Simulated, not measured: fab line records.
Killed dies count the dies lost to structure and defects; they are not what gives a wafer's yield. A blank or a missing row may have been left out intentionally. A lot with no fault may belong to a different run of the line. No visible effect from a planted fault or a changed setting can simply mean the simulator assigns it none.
The tool behind it: which one? :: flow gf180mcu :: 6 lots (18 wafers sampled), 1 step of a 602-step route

== WHAT EACH GAUGE READ, for each wafer ==
GF_V5_OVL_MEAS_15.
lot: L242
measured: day 28 15:28
on: overlay-01
V5_OVL (nm): 3 -1 4

lot: L244
measured: day 29 13:59
on: overlay-02
V5_OVL (nm): -11 -8 -11

lot: L247
measured: day 30 10:22
on: overlay-02
V5_OVL (nm): 8 16 13

lot: L254
measured: day 32 06:25
on: overlay-01
V5_OVL (nm): 1 5 2

lot: L256
measured: day 32 17:40
on: overlay-01
V5_OVL (nm): -1 0 2

lot: L258
measured: day 33 05:58
on: overlay-01
V5_OVL (nm): 6 4 -5

== TOOL THAT RAN EACH LOT (tool first, then ch and the chambers of the sampled wafers, then the start) ==
No process step before these readings appears in the record.

== THE ANSWER, worked out from the rows above alone ==
Rule: the usual values come from the lots themselves. Put in order of their means at a reading, lots are off if they are a third of the lots or fewer, leave a main group of 4 or more, and stand apart from it by a gap of 3 or more times the standard deviation of the main group's means; of several such gaps the widest counts. If all means in a main group match to the digits the tables above print for the reading, that group is not used. A lot without any number at a reading at which 4 lots or more have one is off too. Any other lot the step has rows for is counted as sound.
Across all readings shown, no lot is off: no conclusion can be drawn from this.

== WHAT THE SIMULATOR HAD INSERTED ==
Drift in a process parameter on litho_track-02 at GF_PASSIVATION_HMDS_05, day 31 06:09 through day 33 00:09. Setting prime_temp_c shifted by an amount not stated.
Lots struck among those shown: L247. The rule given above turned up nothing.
